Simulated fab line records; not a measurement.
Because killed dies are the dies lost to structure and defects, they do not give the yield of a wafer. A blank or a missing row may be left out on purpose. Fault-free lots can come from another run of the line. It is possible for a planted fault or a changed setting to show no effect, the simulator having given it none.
A lot that was struck, set against a sound lot || flow sky130 || 14 out of 708 route steps
Sound: wafers L128.2, L128.5, L128.6. Wafers L120.2, L120.3, L120.4 were the ones struck. At the end, the cause is stated.
Each step with rows lists, per side, the tool, then ch with its chambers, then its first start. Under that, the readings that differ: sound wafers || struck wafers || difference of the means || sigmas: that difference in standard deviations of wafers without a fault.
alike: same words and numbers on both sides, and readings whose means sit less than 2 such deviations apart. not compared: any withheld reading, any reading some wafer has no value for, any bound like >300 that may hide the same value, and any number with overlapping values for which the record gives no deviation.
Wherever a step has rows on one side only, a row that says differs or no value, or a row with sigmas, the two part there. When numbers do not overlap yet have no deviation, they are printed without sigmas and do not part them. Lack of a reading on every wafer of one side parts them only where that side has two or more wafers.

first, 2 steps without rows for these wafers: SKY_CONTACT_ETCH_17 (etches SiO2 in C4F8/O2/Ar, stops on Si3N4, target depth 340 nm); SKY_CONTACT_ETCH_18 (etches Si3N4 in CHF3/O2, stops on TiN, time 39 s, target depth 75 nm).
SKY_CONTACT_STRIP_19: strips in O2/N2.
  sound on plasma_asher-01 ch 0,1, day 39 03:49; struck on plasma_asher-01 ch 0,1, day 35 13:53
  alike: drypump_motor_current_A, oes_product_au, strip_time_to_endpoint_s
  not compared: rf_hours_counter_h
then, 4 steps without rows for these wafers: SKY_CONTACT_STRIP_20 (strips in post etch residue remover, time 1200 s); SKY_CONTACT_CLEAN_21 (cleans in IPA, time 180 s); SKY_CONTACT_CLEAN_22 (cleans in O3/DIW); SKY_CONTACT_SPUTTER_23 (material TiN, target thk 20 nm, time 80 s).
SKY_CONTACT_CVD_24: deposits W, target thk 340 nm, time 102.12 s.
  sound on cvd_w-02 ch 0,1, day 39 04:31; struck on cvd_w-02 ch 0,1, day 35 14:32
  alike: heater_power_w, susceptor_temp_C
SKY_CONTACT_RS_MEAS_25: the measuring method here is four-point-probe.
  sound: film_metro-02 at day 39 04:38; struck: film_metro-03 at day 35 14:40
  alike: CONTACT_W_RS
SKY_CONTACT_THK_MEAS_26: measures by xrf.
  sound: film_metro-02 at day 39 04:45; struck: film_metro-03 at day 35 14:47
  alike: CONTACT_W_THK
SKY_CONTACT_CMP_27: polishes, stops on SiO2, t overpolish 15 s, target thk 0 nm.
  sound on cmp-01 ch 0,1,2, day 39 04:57; struck on cmp-01 ch 0,1,3, day 35 14:50
  alike: motor_current_A, overpolish_run_s, slurry_filter_dp_kPa, time_to_endpoint_s
SKY_METAL1_SPUTTER_00: material Ti, target thk 15 nm, time 10 s.
  sound: pvd_sputter-01 at day 39 05:06; struck: pvd_sputter-02 at day 35 15:08
  alike: cathode_dc_power_W, chamber_pressure_pa, throttle_valve_pct
SKY_METAL1_SPUTTER_01: material TiN, target thk 20 nm, time 16.7 s.
  sound: pvd_sputter-01 at day 39 05:07; struck: pvd_sputter-02 at day 35 15:10
  no value came back on the struck wafers for cathode_dc_power_W (W), chamber_pressure_pa (Pa), throttle_valve_pct (%); on the sound wafers cathode_dc_power_W (W) reads 6500.5 6498.9 6499.6
SKY_METAL1_SPUTTER_02: material AlCu, target thk 250 nm, time 13.3 s.
  sound: pvd_sputter-01 at day 39 05:08; struck: pvd_sputter-02 at day 35 15:11
  alike: cathode_dc_power_W, chamber_pressure_pa, throttle_valve_pct

== WHERE THEY PART ==
Within this record, at SKY_METAL1_SPUTTER_01 only. Later steps at which nothing parts them and some readings are alike: SKY_METAL1_SPUTTER_02.

WHY: what had been put in by the simulator
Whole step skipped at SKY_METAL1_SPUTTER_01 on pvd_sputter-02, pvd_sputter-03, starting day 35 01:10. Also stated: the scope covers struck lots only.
